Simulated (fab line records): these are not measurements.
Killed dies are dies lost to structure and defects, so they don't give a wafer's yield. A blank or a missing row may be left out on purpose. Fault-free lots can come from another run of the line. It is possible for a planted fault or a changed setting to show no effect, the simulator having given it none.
fab line records    flow gf180mcu
record lots=6  wafers=18  lastDay=34
route steps=602 shown PSD@249 NSD@262
lots with no fault: from the same line, run without faults
startH: start of the lot's first displayed wafer, in hours after the record's first day    waitH: hours since the lot's step before    " the same as in the row above    L1.1+2: several wafers, shown together as one row    - value missing, or start not given    * or withheld: withheld    < > ~ a bound
route shown NAME@n: a module of which the file shows steps, and the number in the route of the first    usual: mean/standard deviation of fault-free wafers    same: alike in all rows    chamber/n: place in a boat    sites: per-site readings    _std_site: the values' standard deviation    _edge_site: the outer-site mean with the inner-site mean subtracted    radiusMm: for every site, how far away it sits from the centre of the wafer    mask NAME#n: copy n    behind: the last tool/chamber to shape the wafer    hold: why the lot went on hold/how many hours it stayed there/how the hold came to an end    device: names the non-switching transistor (n, p or np)    end of line: tests of these same wafers at the route's end    step lacking rows: just its recipe    killed: count of dies lost to structure and defects at first sort (not the wafer's yield)    map: per-die view of a wafer (x killed, . not killed, _ where there is no die)
set.NAME: setting as actually run; set.NAME@STEP: the setting as run at that earlier step    model.NAME: the simulator's own value behind a step, which no gauge read
certain route steps with their lots: each step a table, each wafer a row
services: the hour from which a tool's chamber was out of use, counted from the record's first day as startH (under 0 if before that day), plus the number of hours and why
## steps
# step GF_PSD_HMDS_01
# recipe primeTimeS=60  primeTempC=120
# step GF_PSD_COAT_02
# recipe resist=NOVOLAK  spinRpm=3000  resistThkNm=1000
# step GF_PSD_SOFTBAKE_03
# recipe tempC=90  timeS=60  resist=NOVOLAK
# step GF_PSD_EXPOSE_04
# recipe maskId=Pplus  targetCdNm=400  na=0.6  sourceShape=conventional  sigmaOuter=0.6  doseMj=140
# step GF_PSD_PEB_05
# recipe tempC=withheld  timeS=*  resist=NOVOLAK
# step GF_PSD_DEVELOP_06
# recipe developTimeS=60  devTempC=23.31
# step GF_PSD_CD_MEAS_07
# recipe targetCdNm=400
# usual cdNm=400.3/2.1
lot.wafer  tool      chamber  startH  waitH  cdNm
L608.2     cdSem-01  -        378.00  0.1    401.4
L608.3     "         -        "       "      400.5
L608.5     "         -        "       "      400.6
L615.4     cdSem-02  -        442.37  0.1    401.9
L615.5     "         -        "       "      400.1
L615.6     "         -        "       "      401.2
L616.1     cdSem-01  -        455.78  0.1    398.2
L616.4     "         -        "       "      399.8
L616.6     "         -        "       "      398.0
L620.2     cdSem-02  -        474.60  0.1    403.0
L620.5     "         -        "       "      403.1
L620.6     "         -        "       "      400.7
L621.2     cdSem-02  -        493.00  0.1    400.3
L621.3     "         -        "       "      401.3
L621.6     "         -        "       "      401.2
L623.1     cdSem-01  -        499.98  0.1    401.9
L623.3     "         -        "       "      402.2
L623.6     "         -        "       "      401.4
# step GF_PSD_OVL_MEAS_08
# usual PSD_OVL=1.0/1.3
lot.wafer  tool        chamber  startH  waitH  PSD_OVL[nm]
L608.2     overlay-02  -        378.11  0.1    1.9
L608.3     "           -        "       "      1.9
L608.5     "           -        "       "      -0.6
L615.4     overlay-02  -        442.45  0.1    1.1
L615.5     "           -        "       "      0.9
L615.6     "           -        "       "      0.9
L616.1     overlay-02  -        455.90  0.1    1.3
L616.4     "           -        "       "      2.2
L616.6     "           -        "       "      1.8
L620.2     overlay-02  -        474.71  0.1    1.5
L620.5     "           -        "       "      0.6
L620.6     "           -        "       "      -1.0
L621.2     overlay-02  -        493.11  0.1    2.9
L621.3     "           -        "       "      2.2
L621.6     "           -        "       "      1.4
L623.1     overlay-01  -        500.10  0.1    -2.8
L623.3     "           -        "       "      -0.2
L623.6     "           -        "       "      -0.5
# step GF_PSD_IMPLANT_09
# recipe species=BF2  energyKev=40  doseCm2=1.5e+15  tiltDeg=7
# step GF_PSD_STRIP_10
# recipe chemistry=O2/N2  powerW=1400  pressureMtorr=1500  platenTempC=250  o2FlowSccm=3000  n2FlowSccm=300  overashFraction=0.5
# usual drypumpMotorCurrentA=5.66/0.17  heaterPowerW=358/38  oesProductAu=0.592/0.0046  stripTimeToEndpointS=16.53/0.038
lot.wafer  tool            chamber  startH  waitH  drypumpMotorCurrentA  heaterPowerW  oesProductAu  rfHoursCounterH  stripTimeToEndpointS
L608.2     plasmaAsher-01  0        378.29  0.1    5.90                  332           0.599         77               16.52
L608.3     "               0        "       "      5.90                  339           0.587         -                16.52
L608.5     "               1        "       "      5.58                  306           0.593         -                16.51
L615.4     plasmaAsher-01  0        442.65  0.1    5.90                  361           0.585         -                16.50
L615.5     "               1        "       "      5.61                  313           0.592         -                16.54
L615.6     "               0        "       "      5.92                  357           0.591         -                16.50
L616.1     plasmaAsher-03  0        456.09  0.1    5.89                  328           0.599         71               16.64
L616.4     "               1        "       "      5.48                  374           0.596         -                16.62
L616.6     "               0        "       "      5.88                  324           0.597         -                16.57
L620.2     plasmaAsher-02  1        474.89  0.1    5.55                  415           0.592         28               16.56
L620.5     "               0        "       "      5.44                  389           0.588         -                16.56
L620.6     "               1        "       "      5.56                  418           0.597         -                16.57
L621.2     plasmaAsher-03  0        493.29  0.1    5.86                  320           0.592         75               16.51
L621.3     "               0        "       "      5.86                  339           0.585         -                16.53
L621.6     "               0        "       "      5.87                  339           0.578         -                16.52
L623.1     plasmaAsher-02  0        500.29  0.1    5.49                  400           0.589         31               16.51
L623.3     "               0        "       "      5.46                  392           0.588         -                16.53
L623.6     "               0        "       "      5.46                  383           0.595         -                16.50
# step GF_PSD_TW_MEAS_11
# usual PSD_TW=3208/31
lot.wafer  tool          chamber  startH  waitH  PSD_TW
L608.2     filmMetro-02  -        378.40  0.1    3222
L608.3     "             -        "       "      3211
L608.5     "             -        "       "      3223
L615.4     filmMetro-02  -        442.75  0.1    3206
L615.5     "             -        "       "      3189
L615.6     "             -        "       "      3182
L616.1     filmMetro-04  -        456.19  0.1    3224
L616.4     "             -        "       "      3215
L616.6     "             -        "       "      3211
L620.2     filmMetro-03  -        475.00  0.1    3243
L620.5     "             -        "       "      3244
L620.6     "             -        "       "      3239
L621.2     filmMetro-04  -        493.40  0.1    3214
L621.3     "             -        "       "      3222
L621.6     "             -        "       "      3228
L623.1     filmMetro-03  -        500.39  0.1    3234
L623.3     "             -        "       "      3238
L623.6     "             -        "       "      3244
# step GF_PSD_CLEAN_12
# recipe chemistry=SC1/SC2  mix=1:4:20  tempC=70  timeS=150  dry=n2Spin
# step GF_PSD_RTA_13
# recipe tempC=1025  timeS=20  ambient=N2
# usual annealTempCMax=1028.9/0.77  chamberO2Ppm=2.002/0.024  lampPowerPct=32.6/1.8  wafer_temp_C_max=1029.6/2
lot.wafer  tool          chamber  startH  waitH  annealTempCMax  chamberO2Ppm  lampPowerPct  wafer_temp_C_max
L608.2     rtpAnneal-01  0        378.52  0.0    1028.9          1.971         34.3          1031.8
L608.3     "             0        "       "      1029.8          2.035         34.3          1031.3
L608.5     "             0        "       "      1028.4          1.995         34.3          1030.8
L615.4     rtpAnneal-02  -        442.87  0.0    -               -             -             -
L615.5     "             -        "       "      -               -             -             -
L615.6     "             -        "       "      -               -             -             -
L616.1     rtpAnneal-01  -        456.30  0.0    -               -             -             -
L616.4     "             -        "       "      -               -             -             -
L616.6     "             -        "       "      -               -             -             -
L620.2     rtpAnneal-02  0        475.11  0.0    1027.3          1.993         30.6          1027.4
L620.5     "             0        "       "      1029.2          2.006         30.6          1027.6
L620.6     "             0        "       "      1030.9          1.985         30.6          1027.5
L621.2     rtpAnneal-02  0        493.52  0.0    1030.1          2.032         30.6          1026.8
L621.3     "             0        "       "      1028.6          2.037         30.6          1029.2
L621.6     "             0        "       "      1028.8          2.013         30.6          1027.2
L623.1     rtpAnneal-02  0        500.50  0.0    1028.9          2.004         30.6          1026.0
L623.3     "             0        "       "      1027.2          1.992         30.6          1026.9
L623.6     "             0        "       "      1030.1          2.026         30.6          1027.1
# step GF_PSD_RS_MEAS_14
# recipe thkMeasGauge=four-point-probe
# usual NSD_RS=46.19/0.085
lot.wafer  tool          chamber  startH  waitH  NSD_RS[ohm/sq]
L608.2     filmMetro-03  -        378.61  0.1    46.21
L608.3     "             -        "       "      46.04
L608.5     "             -        "       "      46.25
L615.4     filmMetro-02  -        442.97  0.1    -
L615.5     "             -        "       "      -
L615.6     "             -        "       "      -
L616.1     filmMetro-03  -        456.38  0.1    -
L616.4     "             -        "       "      -
L616.6     "             -        "       "      -
L620.2     filmMetro-02  -        475.20  0.1    46.36
L620.5     "             -        "       "      46.24
L620.6     "             -        "       "      46.35
L621.2     filmMetro-02  -        493.60  0.1    46.18
L621.3     "             -        "       "      46.21
L621.6     "             -        "       "      46.26
L623.1     filmMetro-02  -        500.58  0.1    46.07
L623.3     "             -        "       "      46.19
L623.6     "             -        "       "      46.09
# step GF_PSD_RS_MEAS_15
# recipe thkMeasGauge=four-point-probe
# usual PSD_RS=108.72/0.3
lot.wafer  tool          chamber  startH  waitH  PSD_RS[ohm/sq]
L608.2     filmMetro-03  -        378.73  0.1    108.98
L608.3     "             -        "       "      108.46
L608.5     "             -        "       "      109.14
L615.4     filmMetro-02  -        443.09  0.1    -
L615.5     "             -        "       "      -
L615.6     "             -        "       "      -
L616.1     filmMetro-03  -        456.50  0.1    -
L616.4     "             -        "       "      -
L616.6     "             -        "       "      -
L620.2     filmMetro-02  -        475.32  0.1    109.06
L620.5     "             -        "       "      108.98
L620.6     "             -        "       "      109.10
L621.2     filmMetro-02  -        493.72  0.1    108.64
L621.3     "             -        "       "      108.19
L621.6     "             -        "       "      108.54
L623.1     filmMetro-02  -        500.70  0.1    108.76
L623.3     "             -        "       "      108.53
L623.6     "             -        "       "      108.57
## services
tool            chamber  startH  hours  kind
plasmaAsher-02  -        355.69  5.4    repair
plasmaAsher-02  -        367.57  4.6    repair
plasmaAsher-01  -        392.91  0.5    repair
plasmaAsher-01  -        421.25  9.0    pm
plasmaAsher-01  0        421.25  9.0    ventCycle
plasmaAsher-01  1        421.25  9.0    ventCycle
plasmaAsher-01  0        430.25  -      clean
plasmaAsher-01  1        430.25  -      clean
plasmaAsher-03  -        430.28  0.6    repair
## key
firstSign step=GF_PSD_RTA_13  reading=toolRecord  direction=missing
effect step=GF_PSD_RS_MEAS_14  reading=NSD_RS  direction=missing
effect step=GF_PSD_RS_MEAS_15  reading=PSD_RS  direction=missing
metAt GF_PSD_RTA_13
struckWafers L615.4,L615.5,L615.6,L616.1,L616.4,L616.6
laterRowsLeftOut L615.4,L615.5,L615.6,L616.1,L616.4,L616.6
sortLeftOut L615.4,L615.5,L615.6,L616.1,L616.4,L616.6
testerLeftOut L615,L616
onsetBetween 378.52 442.87
fault kind=skippedStepWhole  tool=rtpAnneal-01,rtpAnneal-02  chamber=-  onsetH=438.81  steps=GF_PSD_RTA_13  scope=struckLotsOnly
# testerLeftOut: of these lots the tester's yield and bins aren't shown, on N5 and GAA mostly nor the transistor test; their killed dies are dies lost to structure and defects alone, not to doping, threshold or leakage, so they don't give the yield
# sortLeftOut: the simulated sort isn't trusted on such a fault, so these wafers' sort isn't shown, and their yield isn't known
# laterRowsLeftOut: the simulator's readings of these wafers behind a module that went badly wrong aren't trusted and aren't shown, but for the sort
